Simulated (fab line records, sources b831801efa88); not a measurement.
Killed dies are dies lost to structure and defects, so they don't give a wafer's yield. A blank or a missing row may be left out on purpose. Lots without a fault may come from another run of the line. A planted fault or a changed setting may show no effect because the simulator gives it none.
Which tool did it? | flow sfq_line | 14 lots, 42 wafers sampled, at 4 steps of a route of 325

WHAT THE GAUGES READ, wafer by wafer
The record holds no reading of a measuring or inspecting step that can be judged against a usual standard deviation.

WHICH TOOL RAN EACH LOT (tool, then ch and the chambers of the sampled wafers, then the start)
lot  | SFQ_TRILAYER_M2_DEP_SPUTTER_055 | SFQ_TRILAYER_JJ_TRILAYER_DEP_SPUTTER_110 | SFQ_TRILAYER_R5_LITHO_COAT_136    | SFQ_TRILAYER_C5_STRIP_STRIP_155
L757 | pvd_sputter-06, day 15 19:19    | pvd_sputter-06, day 48 04:54             | litho_track-03 ch 0, day 56 12:22 | rie_metal-01 ch 0,1, day 72 15:41
L758 | pvd_sputter-06, day 16 23:22    | pvd_sputter-04, day 48 18:08             | litho_track-02 ch 0, day 56 13:40 | rie_metal-02 ch 0,1, day 72 20:41
L759 | pvd_sputter-04, day 20 03:11    | pvd_sputter-06, day 50 06:12             | litho_track-02 ch 0, day 56 21:15 | rie_metal-03 ch 0,1, day 72 21:41
L760 | pvd_sputter-05, day 20 17:35    | pvd_sputter-04, day 50 12:01             | litho_track-03 ch 0, day 57 00:39 | rie_metal-02 ch 0,1, day 72 22:53
L761 | pvd_sputter-05, day 21 04:30    | pvd_sputter-03, day 50 14:25             | litho_track-03 ch 0, day 57 03:08 | rie_metal-03 ch 0,1, day 73 01:17
L763 | pvd_sputter-06, day 22 05:42    | pvd_sputter-06, day 51 01:13             | litho_track-03 ch 0, day 57 13:58 | rie_metal-03 ch 0,1, day 73 06:17
L764 | pvd_sputter-06, day 22 20:06    | pvd_sputter-03, day 51 05:52             | litho_track-04 ch 0, day 57 17:36 | rie_metal-03 ch 0,1, day 73 09:53
L765 | pvd_sputter-05, day 23 09:18    | pvd_sputter-03, day 51 09:26             | litho_track-04 ch 0, day 57 23:34 | rie_metal-01 ch 0,1, day 73 11:05
L771 | pvd_sputter-04, day 25 19:35    | pvd_sputter-03, day 53 10:16             | litho_track-03 ch 0, day 60 01:02 | rie_metal-03 ch 0,1, day 74 10:53
L772 | pvd_sputter-06, day 26 00:24    | pvd_sputter-06, day 53 13:50             | litho_track-03 ch 0, day 60 04:02 | rie_metal-02 ch 0,1, day 74 13:25
L773 | pvd_sputter-05, day 26 07:35    | pvd_sputter-03, day 53 19:52             | litho_track-04 ch 0, day 60 09:59 | rie_metal-03 ch 0,1, day 75 03:49
L774 | pvd_sputter-04, day 26 09:24    | pvd_sputter-04, day 53 23:26             | litho_track-04 ch 0, day 60 12:25 | rie_metal-02 ch 0,1, day 75 07:25
L778 | pvd_sputter-04, day 27 00:32    | pvd_sputter-03, day 54 15:02             | litho_track-04 ch 0, day 61 03:25 | rie_metal-03 ch 0,1, day 76 01:28
L779 | pvd_sputter-06, day 27 10:07    | pvd_sputter-03, day 54 22:50             | litho_track-04 ch 0, day 61 06:25 | rie_metal-01 ch 1, day 76 05:01
- SFQ_TRILAYER_M2_DEP_SPUTTER_055: material Nb, target thk 200 nm, time 133.3 s.
- SFQ_TRILAYER_JJ_TRILAYER_DEP_SPUTTER_110: material Al, target thk 8 nm, time 10 s.
- SFQ_TRILAYER_R5_LITHO_COAT_136: resist thk 600 nm.
- SFQ_TRILAYER_C5_STRIP_STRIP_155: strips in O2.

WHAT THE TOOLS THEMSELVES READ (means of the sampled wafers that have a number; where no wafer has one, the mark that the record gives instead)
SFQ_TRILAYER_M2_DEP_SPUTTER_055.
lot  | tool           | throttle_valve_pct (%)
L757 | pvd_sputter-06 | 29.8
L758 | pvd_sputter-06 | 30.0
L759 | pvd_sputter-04 | 30.2
L760 | pvd_sputter-05 | 29.3
L761 | pvd_sputter-05 | 29.4
L763 | pvd_sputter-06 | 29.8
L764 | pvd_sputter-06 | 29.9
L765 | pvd_sputter-05 | 29.3
L771 | pvd_sputter-04 | 29.8
L772 | pvd_sputter-06 | 30.2
L773 | pvd_sputter-05 | 29.4
L774 | pvd_sputter-04 | 29.7
L778 | pvd_sputter-04 | 30.0
L779 | pvd_sputter-06 | 30.3

SFQ_TRILAYER_JJ_TRILAYER_DEP_SPUTTER_110.
lot  | tool           | throttle_valve_pct (%)
L757 | pvd_sputter-06 | 29.9
L758 | pvd_sputter-04 | 29.5
L759 | pvd_sputter-06 | 29.9
L760 | pvd_sputter-04 | 30.7
L761 | pvd_sputter-03 | 30.5
L763 | pvd_sputter-06 | 30.5
L764 | pvd_sputter-03 | 30.3
L765 | pvd_sputter-03 | 30.3
L771 | pvd_sputter-03 | 30.4
L772 | pvd_sputter-06 | 29.7
L773 | pvd_sputter-03 | 30.4
L774 | pvd_sputter-04 | 30.0
L778 | pvd_sputter-03 | 30.1
L779 | pvd_sputter-03 | 31.0

SFQ_TRILAYER_R5_LITHO_COAT_136.
lot  | tool           | spin_speed_rpm (rpm)
L757 | litho_track-03 | 3002.0
L758 | litho_track-02 | 2999.7
L759 | litho_track-02 | 2999.0
L760 | litho_track-03 | 2997.8
L761 | litho_track-03 | 2998.8
L763 | litho_track-03 | 2999.1
L764 | litho_track-04 | 3000.7
L765 | litho_track-04 | 2999.5
L771 | litho_track-03 | 2917.0
L772 | litho_track-03 | 2914.1
L773 | litho_track-04 | 2999.2
L774 | litho_track-04 | 3002.0
L778 | litho_track-04 | 3001.7
L779 | litho_track-04 | 3000.4

SFQ_TRILAYER_C5_STRIP_STRIP_155.
lot  | tool         | drypump_motor_current_A (A) | oes_product_au (a.u.)
L757 | rie_metal-01 | 5.5                         | 0.994
L758 | rie_metal-02 | 5.0                         | 1.012
L759 | rie_metal-03 | 5.4                         | 1.001
L760 | rie_metal-02 | 5.0                         | 1.020
L761 | rie_metal-03 | 5.4                         | 1.000
L763 | rie_metal-03 | 5.4                         | 1.006
L764 | rie_metal-03 | 5.4                         | 1.011
L765 | rie_metal-01 | 5.6                         | 0.997
L771 | rie_metal-03 | 5.3                         | 1.010
L772 | rie_metal-02 | 5.0                         | 1.012
L773 | rie_metal-03 | 5.4                         | 1.010
L774 | rie_metal-02 | 5.4                         | 1.008
L778 | rie_metal-03 | 5.4                         | 1.010
L779 | rie_metal-01 | 5.4                         | 0.991

THE ANSWER, worked out from the rows above alone
Rule: what is usual is taken from the lots themselves. Put in order of their means at a reading, lots are off if they are a third of the lots or fewer, leave a main group of 4 or more, and stand apart from it by a gap of 3 or more times the standard deviation of the main group's means; of several such gaps the widest counts. A main group whose means are all the same, to the digits that the tables above print for the reading, isn't used. A lot without any number at a reading at which 4 lots or more have one is off too. The other lots that the step has rows for count as sound. The gauges are gone through in route order, then the tools' own readings, and for those a lot's mean is taken as printed above. The first step at which some lot is off is used, and at that step the reading that is off furthest; a lot without a number counts as furthest.
Off: L771, L772, at SFQ_TRILAYER_R5_LITHO_COAT_136 (spin_speed_rpm). The main group: mean 3000.0 rpm, standard deviation 1.3.
A tool fits if, at that step or a process step before it, it ran every lot that is off, and no sound lot after the first of them. One fits: litho_track-03 at SFQ_TRILAYER_R5_LITHO_COAT_136. Its last sound lot is L763 (day 57 13:58), its first lot that is off L771 (day 60 01:02): a fault that began between those two fits.
The tool's own readings at SFQ_TRILAYER_R5_LITHO_COAT_136 bear it out: on the lots that are off they differ by more than 5 times the standard deviation of the sound lots' means. spin_speed_rpm reads 2915.6 rpm there against 3000.0 rpm on the sound lots.

WHAT THE SIMULATOR HAD PUT IN
Process parameter drift: litho_track-03, from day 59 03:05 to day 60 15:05, at SFQ_TRILAYER_R5_LITHO_COAT_136. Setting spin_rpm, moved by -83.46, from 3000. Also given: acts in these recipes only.
Lots struck among those shown: L771, L772. The rule above found the same.
